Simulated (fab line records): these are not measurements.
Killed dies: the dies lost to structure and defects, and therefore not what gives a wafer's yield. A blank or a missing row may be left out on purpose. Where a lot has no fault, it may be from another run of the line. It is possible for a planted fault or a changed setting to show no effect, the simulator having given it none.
Struck lot and sound lot, side by side	flow sfq_line	41 out of 325 route steps
Sound: the wafers L941.1, L941.2, L941.4. Wafers L938.1, L938.3, L938.4 were the ones struck. The cause comes at the end.
For every step that has rows: the tool of each side, followed by ch and its chambers, followed by its first start. Under that, the readings that differ: sound wafers	struck wafers	difference of the means	sigmas: that difference in standard deviations of wafers without a fault.
alike: same words and numbers on both sides, and readings whose means sit less than 2 such deviations apart. not compared: any withheld reading, any reading some wafer has no value for, any bound like >300 that may hide the same value, and any number with overlapping values for which the record gives no deviation.
A row with sigmas, a row that says differs or no value, or rows on one side alone: a step with any of these is where the two part. When numbers do not overlap yet have no deviation, they are printed without sigmas and do not part them. A reading that every wafer of one side lacks parts them only if that side has two wafers or more.

SFQ_I0_OVL_MEAS_908:
  sound: overlay-01 at day 25 20:23; struck: overlay-02 at day 24 13:54
  alike: I0_OVL
then, 1 step without rows for these wafers: SFQ_TRILAYER_I0_VIA_BARC_OPEN_VIA_ETCH_046 (etches BARC in O2, target depth 125 nm, time 41.7 s).
SFQ_TRILAYER_I0_VIA_ETCH_VIA_ETCH_034: etches SiO2 in CHF3, stops on Nb, target depth 260 nm.
  sound on rie_diel-02 ch 0,2,3, day 25 20:27; struck on rie_diel-04 ch 1,2, day 24 13:59
  alike: drypump_motor_current_A, oes_product_au
then, 4 steps without rows for these wafers: SFQ_TRILAYER_I0_VIA_STRIP_STRIP_035 (strips in O2); SFQ_TRILAYER_I0_VIA_STRIP_SOLV_CLEAN_036 (cleans in NMP, time 600 s); SFQ_TRILAYER_M1_DEP_PRE_CLEAN_038 (time 22.5 s); SFQ_TRILAYER_M1_DEP_SPUTTER_037 (material Nb, target thk 200 nm, time 133.3 s).
SFQ_M1_RS_MEAS_909: the measuring method here is four-point-probe.
  sound: film_metro-01 at day 25 21:28; struck: film_metro-01 at day 24 14:59
reading	sound	struck	difference	sigmas
M1_NB_RS (ohm/sq)	0.874 0.876 0.877	0.899 0.894 0.900	+0.022	+3
then, 3 steps without rows for these wafers: SFQ_TRILAYER_M1_LITHO_COAT_044 (resist thk 62 nm); SFQ_TRILAYER_M1_LITHO_COAT_039 (resist thk 600 nm); SFQ_TRILAYER_M1_LITHO_SOFTBAKE_043.
-- the record jumps here: 5 days lie between the struck wafers' starts before and after --
SFQ_TRILAYER_M1_LITHO_EXPOSE_040: exposes mask M1, target cd 500 nm.
  sound on krf_scanner-02 ch 0, day 31 14:47; struck on krf_scanner-01 ch 0, day 29 23:04
reading	sound	struck	difference	sigmas
exposure_dose_mJ_cm2	14.415 14.424 14.406	17.647 17.631 17.637	+3.223	+99 or more
  alike: mask
then, 2 steps without rows for these wafers: SFQ_TRILAYER_M1_LITHO_PEB_042 (peb time 60 s); SFQ_TRILAYER_M1_LITHO_DEVELOP_041 (time 60 s).
SFQ_M1_OVL_MEAS_911:
  sound: overlay-01 at day 31 16:17; struck: overlay-02 at day 30 00:34
  alike: M1_OVL
SFQ_TRILAYER_M1_BARC_OPEN_METAL_ETCH_054: etches BARC in O2, target depth 125 nm, time 41.7 s.
  sound on rie_metal-03 ch 0,1, day 31 16:19; struck on rie_metal-03 ch 0,1, day 30 00:35
reading	sound	struck	difference	sigmas
model.M1.cd_nm (nm)	501.2 500.3 500.6	466.4 465.6 466.4	-34.6	
  alike: drypump_motor_current_A, oes_product_au
  not compared: rf_hours_counter_h
SFQ_TRILAYER_M1_ETCH_METAL_ETCH_042: etches Nb in Cl2/Ar, stops on SiO2, target depth 240 nm, time 120 s.
  sound on rie_metal-03 ch 0,1, day 31 16:23; struck on rie_metal-03 ch 0,1, day 30 00:39
reading	sound	struck	difference	sigmas
oes_product_au (a.u.)	0.910 0.909 0.898	0.894 0.896 0.886	-0.014	-2
model.M1.cd_nm (nm)	501 500.4 500.2	466.7 464.2 467.3	-34.5	
  alike: drypump_motor_current_A
  not compared: rf_hours_counter_h
then, 2 steps without rows for these wafers: SFQ_TRILAYER_M1_STRIP_STRIP_043 (strips in O2); SFQ_TRILAYER_M1_STRIP_SOLV_CLEAN_044 (cleans in NMP, time 600 s).
SFQ_TRILAYER_I1_DEP_PECVD_045: deposits SiO2 from SiH4/N2O, time 111.11 s, target thk 500 nm.
  sound on pecvd-03 ch 0,1, day 31 17:17; struck on pecvd-03 ch 1,2, day 30 01:33
  alike: heater_power_w, throttle_valve_pct
then, 1 step without rows for these wafers: SFQ_TRILAYER_I1_CMP_CMP_046 (polishes SiO2).
SFQ_I1_BOW_MEAS_912:
  sound: film_metro-02 at day 31 22:20; struck: film_metro-02 at day 30 08:50
reading	sound	struck	difference	sigmas
I1_BOW (um)	8 3 12	-9 -4 -9	-15	-2
SFQ_TRILAYER_I1_METRO_MEASURE_047:
  sound: film_metro-02 at day 31 22:28; struck: film_metro-02 at day 30 08:57
  alike: thk_nm
then, 6 steps without rows for these wafers: SFQ_TRILAYER_I1_VIA_LITHO_COAT_054 (resist thk 62 nm); SFQ_TRILAYER_I1_VIA_LITHO_COAT_049 (resist thk 650 nm); SFQ_TRILAYER_I1_VIA_LITHO_SOFTBAKE_053; SFQ_TRILAYER_I1_VIA_LITHO_EXPOSE_050 (exposes mask I1, target cd 500 nm); SFQ_TRILAYER_I1_VIA_LITHO_PEB_052 (peb time 60 s); SFQ_TRILAYER_I1_VIA_LITHO_DEVELOP_051 (time 60 s).
-- the record jumps here: 6 days lie between the struck wafers' starts before and after --
SFQ_I1_OVL_MEAS_913:
  sound: overlay-02 at day 38 08:16; struck: overlay-01 at day 36 15:15
  alike: I1_OVL
then, 2 steps without rows for these wafers: SFQ_TRILAYER_I1_VIA_BARC_OPEN_VIA_ETCH_071 (etches BARC in O2, target depth 125 nm, time 41.7 s); SFQ_TRILAYER_I1_VIA_ETCH_VIA_ETCH_052 (etches SiO2 in CHF3, stops on Nb, target depth 260 nm).
SFQ_TRILAYER_I1_VIA_STRIP_STRIP_053: strips in O2.
  sound on rie_metal-04 ch 0, day 38 08:28; struck on rie_metal-02 ch 0,1, day 36 15:26
  alike: drypump_motor_current_A, oes_product_au
  not compared: rf_hours_counter_h
then, 2 steps without rows for these wafers: SFQ_TRILAYER_I1_VIA_STRIP_SOLV_CLEAN_054 (cleans in NMP, time 600 s); SFQ_TRILAYER_M2_DEP_PRE_CLEAN_056 (time 22.5 s).
SFQ_TRILAYER_M2_DEP_SPUTTER_055: material Nb, target thk 200 nm, time 133.3 s.
  sound: pvd_sputter-04 at day 38 10:16; struck: pvd_sputter-03 at day 36 16:14
  alike: base_pressure_pa, throttle_valve_pct
SFQ_M2_RS_MEAS_914: the measuring method here is four-point-probe.
  sound: film_metro-03 at day 38 10:21; struck: film_metro-03 at day 36 16:20
reading	sound	struck	difference	sigmas
M2_NB_RS (ohm/sq)	0.896 0.902 0.909	0.878 0.882 0.874	-0.024	-2
then, 3 steps without rows for these wafers: SFQ_TRILAYER_M2_LITHO_COAT_062 (resist thk 62 nm); SFQ_TRILAYER_M2_LITHO_COAT_057 (resist thk 600 nm); SFQ_TRILAYER_M2_LITHO_SOFTBAKE_061.
-- the record jumps here: 49 days lie between the struck wafers' starts before and after --
SFQ_M8_BOW_MEAS_951:
  sound: film_metro-02 at day 87 05:17; struck: film_metro-02 at day 86 02:56
reading	sound	struck	difference	sigmas
model.etest.m1.ohm_um	1.744 1.751 1.755	1.924 1.919 1.919	+0.171	
  alike: M8_BOW

== WHERE THEY PART ==
First at SFQ_M1_RS_MEAS_909; last, within this record, at SFQ_M2_RS_MEAS_914. Later steps at which nothing parts them and some readings are alike: SFQ_M8_BOW_MEAS_951.

WHY: what had been put in by the simulator
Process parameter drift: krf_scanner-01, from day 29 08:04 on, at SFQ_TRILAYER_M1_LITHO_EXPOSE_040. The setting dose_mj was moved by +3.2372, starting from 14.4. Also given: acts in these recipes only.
